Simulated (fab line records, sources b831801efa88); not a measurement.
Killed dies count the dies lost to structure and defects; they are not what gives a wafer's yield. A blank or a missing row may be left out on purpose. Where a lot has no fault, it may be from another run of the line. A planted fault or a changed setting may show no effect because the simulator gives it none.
Which tool was responsible? :: flow gf180mcu :: 24 lots with 72 wafers sampled at 5 steps, on a route of 602 steps

== WHAT THE GAUGES READ, wafer by wafer ==
GF_M1_CD_MEAS_14: the cd target is 230 nm.
lot: L074
measured: day 17 02:08
on: cdSem-02
cdNm (nm): 228.4 228.1 228.8

lot: L075
measured: day 17 06:07
on: cdSem-02
cdNm (nm): 229.5 228.6 230.9

lot: L076
measured: day 17 20:58
on: cdSem-01
cdNm (nm): 230.3 230.2 229.8

lot: L077
measured: day 18 00:18
on: cdSem-01
cdNm (nm): 232.3 232.2 230.7

lot: L078
measured: day 18 10:34
on: cdSem-01
cdNm (nm): 228.8 228.3 228.8

lot: L079
measured: day 19 02:03
on: cdSem-01
cdNm (nm): 229.7 229.6 229.9

lot: L080
measured: day 19 12:25
on: cdSem-02
cdNm (nm): 228.8 228.7 229.2

lot: L081
measured: day 19 19:36
on: cdSem-01
cdNm (nm): 230.9 230.8 229.6

lot: L082
measured: day 20 07:01
on: cdSem-02
cdNm (nm): 229.2 228.9 229.1

lot: L083
measured: day 20 15:52
on: cdSem-02
cdNm (nm): 229.5 228.7 229.8

lot: L084
measured: day 20 18:06
on: cdSem-02
cdNm (nm): 231.1 231.0 230.1

lot: L085
measured: day 21 02:42
on: cdSem-01
cdNm (nm): 230.6 230.5 231.1

lot: L086
measured: day 21 08:26
on: cdSem-01
cdNm (nm): 229.1 229.0 229.2

lot: L087
measured: day 22 02:00
on: cdSem-02
cdNm (nm): 230.5 231.0 230.6

lot: L088
measured: day 22 06:06
on: cdSem-01
cdNm (nm): 231.2 231.3 230.7

lot: L089
measured: day 22 19:53
on: cdSem-02
cdNm (nm): 230.5 231.3 230.3

lot: L090
measured: day 22 21:53
on: cdSem-02
cdNm (nm): 228.6 228.6 228.5

lot: L091
measured: day 23 01:59
on: cdSem-01
cdNm (nm): 228.1 228.1 228.4

lot: L092
measured: day 23 10:51
on: cdSem-01
cdNm (nm): 232.2 231.3 231.0

lot: L093
measured: day 23 16:02
on: cdSem-02
cdNm (nm): 230.6 229.8 229.7

lot: L094
measured: day 23 23:01
on: cdSem-02
cdNm (nm): 229.2 230.3 230.7

lot: L095
measured: day 24 07:00
on: cdSem-02
cdNm (nm): 228.6 228.2 228.3

lot: L096
measured: day 24 18:15
on: cdSem-01
cdNm (nm): 229.5 229.0 230.2

lot: L097
measured: day 25 08:49
on: cdSem-02
cdNm (nm): 231.1 230.7 230.3

GF_V5_THK_MEAS_03.
lot: L074
measured: day 26 08:21
on: filmMetro-04
V5_CVD_02_THK (nm): 1434 1450 1445

lot: L075
measured: day 26 12:01
on: filmMetro-04
V5_CVD_02_THK (nm): 1439 1430 1463

lot: L076
measured: day 26 23:31
on: filmMetro-04
V5_CVD_02_THK (nm): 1426 1459 1469

lot: L077
measured: day 27 03:07
on: filmMetro-01
V5_CVD_02_THK (nm): 1420 1439 1441

lot: L078
measured: day 27 12:14
on: filmMetro-04
V5_CVD_02_THK (nm): 1446 1471 1462

lot: L079
measured: day 28 02:28
on: filmMetro-04
V5_CVD_02_THK (nm): 1425 1457 1474

lot: L080
measured: day 28 09:31
on: filmMetro-02
V5_CVD_02_THK (nm): 1469 1469 1472

lot: L081
measured: day 28 16:22
on: filmMetro-01
V5_CVD_02_THK (nm): 1449 1433 1459

lot: L082
measured: day 29 01:02
on: filmMetro-01
V5_CVD_02_THK (nm): 1454 1438 1448

lot: L083
measured: day 29 07:35
on: filmMetro-01
V5_CVD_02_THK (nm): 1462 1500 1461

lot: L084
measured: day 29 10:24
on: filmMetro-01
V5_CVD_02_THK (nm): 1453 1439 1465

lot: L085
measured: day 29 14:58
on: filmMetro-04
V5_CVD_02_THK (nm): 1449 1430 1461

lot: L086
measured: day 29 20:58
on: filmMetro-02
V5_CVD_02_THK (nm): 1438 1451 1464

lot: L087
measured: day 30 10:07
on: filmMetro-01
V5_CVD_02_THK (nm): 1443 1457 1472

lot: L088
measured: day 30 15:51
on: filmMetro-01
V5_CVD_02_THK (nm): 1448 1422 1447

lot: L089
measured: day 31 01:17
on: filmMetro-02
V5_CVD_02_THK (nm): 1444 1477 1501

lot: L090
measured: day 31 02:38
on: filmMetro-04
V5_CVD_02_THK (nm): 1433 1461 1459

lot: L091
measured: day 31 05:11
on: filmMetro-02
V5_CVD_02_THK (nm): 1447 1466 1452

lot: L092
measured: day 31 13:49
on: filmMetro-02
V5_CVD_02_THK (nm): 1439 1482 1453

lot: L093
measured: day 31 14:53
on: filmMetro-02
V5_CVD_02_THK (nm): 1446 1460 1449

lot: L094
measured: day 31 21:58
on: filmMetro-01
V5_CVD_02_THK (nm): 1425 1459 1473

lot: L095
measured: day 32 02:40
on: filmMetro-04
V5_CVD_02_THK (nm): 1429 1429 1446

lot: L096
measured: day 32 11:33
on: filmMetro-02
V5_CVD_02_THK (nm): 1459 1450 1447

lot: L097
measured: day 32 23:13
on: filmMetro-02
V5_CVD_02_THK (nm): 1447 1467 1462

== WHICH TOOL RAN EACH LOT (tool, then ch and the chambers of the sampled wafers, then the start) ==
lot: L074
GF_M2_SPUTTER_03: pvdSputter-01, day 18 04:34
GF_V4_SPUTTER_21: pvdSputter-03, day 24 10:35
GF_MIM_SPUTTER_01: pvdSputter-01, day 24 11:22

lot: L075
GF_M2_SPUTTER_03: pvdSputter-01, day 18 08:22
GF_V4_SPUTTER_21: pvdSputter-03, day 24 15:43
GF_MIM_SPUTTER_01: pvdSputter-01, day 24 16:31

lot: L076
GF_M2_SPUTTER_03: pvdSputter-01, day 19 00:04
GF_V4_SPUTTER_21: pvdSputter-02, day 25 03:50
GF_MIM_SPUTTER_01: pvdSputter-01, day 25 04:37

lot: L077
GF_M2_SPUTTER_03: pvdSputter-01, day 19 02:40
GF_V4_SPUTTER_21: pvdSputter-02, day 25 07:13
GF_MIM_SPUTTER_01: pvdSputter-01, day 25 08:01

lot: L078
GF_M2_SPUTTER_03: pvdSputter-02, day 19 13:13
GF_V4_SPUTTER_21: pvdSputter-02, day 25 16:53
GF_MIM_SPUTTER_01: pvdSputter-04, day 25 17:40

lot: L079
GF_M2_SPUTTER_03: pvdSputter-04, day 20 05:41
GF_V4_SPUTTER_21: pvdSputter-01, day 26 07:46
GF_MIM_SPUTTER_01: pvdSputter-03, day 26 08:34

lot: L080
GF_M2_SPUTTER_03: pvdSputter-04, day 20 15:17
GF_V4_SPUTTER_21: pvdSputter-02, day 26 15:25
GF_MIM_SPUTTER_01: pvdSputter-04, day 26 16:13

lot: L081
GF_M2_SPUTTER_03: pvdSputter-01, day 20 22:19
GF_V4_SPUTTER_21: pvdSputter-02, day 26 21:17
GF_MIM_SPUTTER_01: pvdSputter-04, day 26 22:04

lot: L082
GF_M2_SPUTTER_03: pvdSputter-04, day 21 09:56
GF_V4_SPUTTER_21: pvdSputter-03, day 27 06:27
GF_MIM_SPUTTER_01: pvdSputter-04, day 27 07:14

lot: L083
GF_M2_SPUTTER_03: pvdSputter-01, day 21 18:32
GF_V4_SPUTTER_21: pvdSputter-03, day 27 14:35
GF_MIM_SPUTTER_01: pvdSputter-03, day 27 15:23

lot: L084
GF_M2_SPUTTER_03: pvdSputter-02, day 21 21:55
GF_V4_SPUTTER_21: pvdSputter-03, day 27 17:06
GF_MIM_SPUTTER_01: pvdSputter-01, day 27 17:53

lot: L085
GF_M2_SPUTTER_03: pvdSputter-01, day 22 05:17
GF_V4_SPUTTER_21: pvdSputter-03, day 27 22:52
GF_MIM_SPUTTER_01: pvdSputter-01, day 27 23:40

lot: L086
GF_M2_SPUTTER_03: pvdSputter-02, day 22 11:16
GF_V4_SPUTTER_21: pvdSputter-02, day 28 04:10
GF_MIM_SPUTTER_01: pvdSputter-03, day 28 04:58

lot: L087
GF_M2_SPUTTER_03: pvdSputter-01, day 23 04:42
GF_V4_SPUTTER_21: pvdSputter-03, day 28 18:46
GF_MIM_SPUTTER_01: pvdSputter-01, day 28 19:33

lot: L088
GF_M2_SPUTTER_03: pvdSputter-01, day 23 09:23
GF_V4_SPUTTER_21: pvdSputter-01, day 28 23:28
GF_MIM_SPUTTER_01: pvdSputter-03, day 29 00:16

lot: L089
GF_M2_SPUTTER_03: pvdSputter-01, day 23 21:45
GF_V4_SPUTTER_21: pvdSputter-03, day 29 09:46
GF_MIM_SPUTTER_01: pvdSputter-01, day 29 10:46

lot: L090
GF_M2_SPUTTER_03: pvdSputter-02, day 23 23:39
GF_V4_SPUTTER_21: pvdSputter-01, day 29 12:25
GF_MIM_SPUTTER_01: pvdSputter-01, day 29 13:26

lot: L091
GF_M2_SPUTTER_03: pvdSputter-04, day 24 04:34
GF_V4_SPUTTER_21: pvdSputter-01, day 29 14:28
GF_MIM_SPUTTER_01: pvdSputter-01, day 29 15:16

lot: L092
GF_M2_SPUTTER_03: pvdSputter-01, day 24 12:13
GF_V4_SPUTTER_21: pvdSputter-03, day 29 22:49
GF_MIM_SPUTTER_01: pvdSputter-03, day 29 23:49

lot: L093
GF_M2_SPUTTER_03: pvdSputter-04, day 24 16:49
GF_V4_SPUTTER_21: pvdSputter-03, day 30 00:31
GF_MIM_SPUTTER_01: pvdSputter-04, day 30 01:19

lot: L094
GF_M2_SPUTTER_03: pvdSputter-04, day 25 00:26
GF_V4_SPUTTER_21: pvdSputter-03, day 30 07:38
GF_MIM_SPUTTER_01: pvdSputter-04, day 30 08:26

lot: L095
GF_M2_SPUTTER_03: pvdSputter-04, day 25 07:52
GF_V4_SPUTTER_21: pvdSputter-01, day 30 13:37
GF_MIM_SPUTTER_01: pvdSputter-04, day 30 14:25

lot: L096
GF_M2_SPUTTER_03: pvdSputter-02, day 25 19:38
GF_V4_SPUTTER_21: pvdSputter-01, day 31 00:03
GF_MIM_SPUTTER_01: pvdSputter-04, day 31 00:51

lot: L097
GF_M2_SPUTTER_03: pvdSputter-04, day 26 08:23
GF_V4_SPUTTER_21: pvdSputter-01, day 31 10:59
GF_MIM_SPUTTER_01: pvdSputter-01, day 31 11:46
- GF_M2_SPUTTER_03: material Ti, target thk 10 nm, time 6.7 s.
- GF_V4_SPUTTER_21: material Ti, target thk 15 nm, time 80.02 s.
- GF_MIM_SPUTTER_01: material TiN, target thk 30 nm, time 25 s.

== WHAT THE TOOLS THEMSELVES READ (means of the sampled wafers that have a number; where no wafer has one, the mark that the record gives instead) ==
GF_M2_SPUTTER_03.
lot: L074
tool: pvdSputter-01
throttleValvePct (%): 30.3

lot: L075
tool: pvdSputter-01
throttleValvePct (%): 30.3

lot: L076
tool: pvdSputter-01
throttleValvePct (%): 30.7

lot: L077
tool: pvdSputter-01
throttleValvePct (%): 29.9

lot: L078
tool: pvdSputter-02
throttleValvePct (%): 30.7

lot: L079
tool: pvdSputter-04
throttleValvePct (%): 30.7

lot: L080
tool: pvdSputter-04
throttleValvePct (%): 30.2

lot: L081
tool: pvdSputter-01
throttleValvePct (%): 30.8

lot: L082
tool: pvdSputter-04
throttleValvePct (%): 30.5

lot: L083
tool: pvdSputter-01
throttleValvePct (%): 29.7

lot: L084
tool: pvdSputter-02
throttleValvePct (%): 29.4

lot: L085
tool: pvdSputter-01
throttleValvePct (%): 30.4

lot: L086
tool: pvdSputter-02
throttleValvePct (%): 30.4

lot: L087
tool: pvdSputter-01
throttleValvePct (%): 30.4

lot: L088
tool: pvdSputter-01
throttleValvePct (%): 30.1

lot: L089
tool: pvdSputter-01
throttleValvePct (%): 29.8

lot: L090
tool: pvdSputter-02
throttleValvePct (%): 29.9

lot: L091
tool: pvdSputter-04
throttleValvePct (%): 29.7

lot: L092
tool: pvdSputter-01
throttleValvePct (%): 29.8

lot: L093
tool: pvdSputter-04
throttleValvePct (%): 30.4

lot: L094
tool: pvdSputter-04
throttleValvePct (%): 29.7

lot: L095
tool: pvdSputter-04
throttleValvePct (%): 30.3

lot: L096
tool: pvdSputter-02
throttleValvePct (%): 30.1

lot: L097
tool: pvdSputter-04
throttleValvePct (%): 29.7

GF_V4_SPUTTER_21.
lot: L074
tool: pvdSputter-03
throttleValvePct (%): 29.4

lot: L075
tool: pvdSputter-03
throttleValvePct (%): 30.2

lot: L076
tool: pvdSputter-02
throttleValvePct (%): 30.0

lot: L077
tool: pvdSputter-02
throttleValvePct (%): 29.7

lot: L078
tool: pvdSputter-02
throttleValvePct (%): 29.1

lot: L079
tool: pvdSputter-01
throttleValvePct (%): 29.7

lot: L080
tool: pvdSputter-02
throttleValvePct (%): 29.2

lot: L081
tool: pvdSputter-02
throttleValvePct (%): 30.8

lot: L082
tool: pvdSputter-03
throttleValvePct (%): 29.5

lot: L083
tool: pvdSputter-03
throttleValvePct (%): 29.9

lot: L084
tool: pvdSputter-03
throttleValvePct (%): 29.7

lot: L085
tool: pvdSputter-03
throttleValvePct (%): 29.9

lot: L086
tool: pvdSputter-02
throttleValvePct (%): 29.8

lot: L087
tool: pvdSputter-03
throttleValvePct (%): 29.5

lot: L088
tool: pvdSputter-01
throttleValvePct (%): 30.9

lot: L089
tool: pvdSputter-03
throttleValvePct (%): 29.6

lot: L090
tool: pvdSputter-01
throttleValvePct (%): 30.3

lot: L091
tool: pvdSputter-01
throttleValvePct (%): 30.4

lot: L092
tool: pvdSputter-03
throttleValvePct (%): 29.6

lot: L093
tool: pvdSputter-03
throttleValvePct (%): 29.7

lot: L094
tool: pvdSputter-03
throttleValvePct (%): 29.6

lot: L095
tool: pvdSputter-01
throttleValvePct (%): 30.4

lot: L096
tool: pvdSputter-01
throttleValvePct (%): 30.4

lot: L097
tool: pvdSputter-01
throttleValvePct (%): 30.4

GF_MIM_SPUTTER_01.
lot: L074
tool: pvdSputter-01
throttleValvePct (%): 29.8

lot: L075
tool: pvdSputter-01
throttleValvePct (%): 30.0

lot: L076
tool: pvdSputter-01
throttleValvePct (%): 29.7

lot: L077
tool: pvdSputter-01
throttleValvePct (%): 31.1

lot: L078
tool: pvdSputter-04
throttleValvePct (%): 30.4

lot: L079
tool: pvdSputter-03
throttleValvePct (%): 30.1

lot: L080
tool: pvdSputter-04
throttleValvePct (%): 29.6

lot: L081
tool: pvdSputter-04
throttleValvePct (%): 30.0

lot: L082
tool: pvdSputter-04
throttleValvePct (%): 29.7

lot: L083
tool: pvdSputter-03
throttleValvePct (%): 29.8

lot: L084
tool: pvdSputter-01
throttleValvePct (%): 30.4

lot: L085
tool: pvdSputter-01
throttleValvePct (%): 31.0

lot: L086
tool: pvdSputter-03
throttleValvePct (%): 29.2

lot: L087
tool: pvdSputter-01
throttleValvePct (%): 30.4

lot: L088
tool: pvdSputter-03
throttleValvePct (%): 30.2

lot: L089
tool: pvdSputter-01
throttleValvePct (%): 30.3

lot: L090
tool: pvdSputter-01
throttleValvePct (%): 30.3

lot: L091
tool: pvdSputter-01
throttleValvePct (%): 29.7

lot: L092
tool: pvdSputter-03
throttleValvePct (%): 29.6

lot: L093
tool: pvdSputter-04
throttleValvePct (%): 30.0

lot: L094
tool: pvdSputter-04
throttleValvePct (%): 29.6

lot: L095
tool: pvdSputter-04
throttleValvePct (%): 29.6

lot: L096
tool: pvdSputter-04
throttleValvePct (%): 30.1

lot: L097
tool: pvdSputter-01
throttleValvePct (%): 29.9

== THE ANSWER, worked out from the rows above alone ==
Rule: what is usual is taken from the lots themselves. The widest of any qualifying gaps counts: lots, ordered by their means at a reading, are off when they make up no more than a third of the lots, leave a main group of 4 or more, and stand apart from it by 3 or more times the standard deviation of that group's means. Not used: any main group whose means are identical at the precision the tables above print for the reading. A lot without any number at a reading at which 4 lots or more have one is off too. All remaining lots with rows at the step are treated as sound. Order of review: gauges by route order, followed by the tools' own readings, for which a lot's mean as printed above is used. At the first step where some lot is off, the reading lying furthest off is the one used; lots without a number count as furthest.
Nothing can be told from this: no lot is off at any reading shown.

== WHAT WAS PUT IN BY THE SIMULATOR ==
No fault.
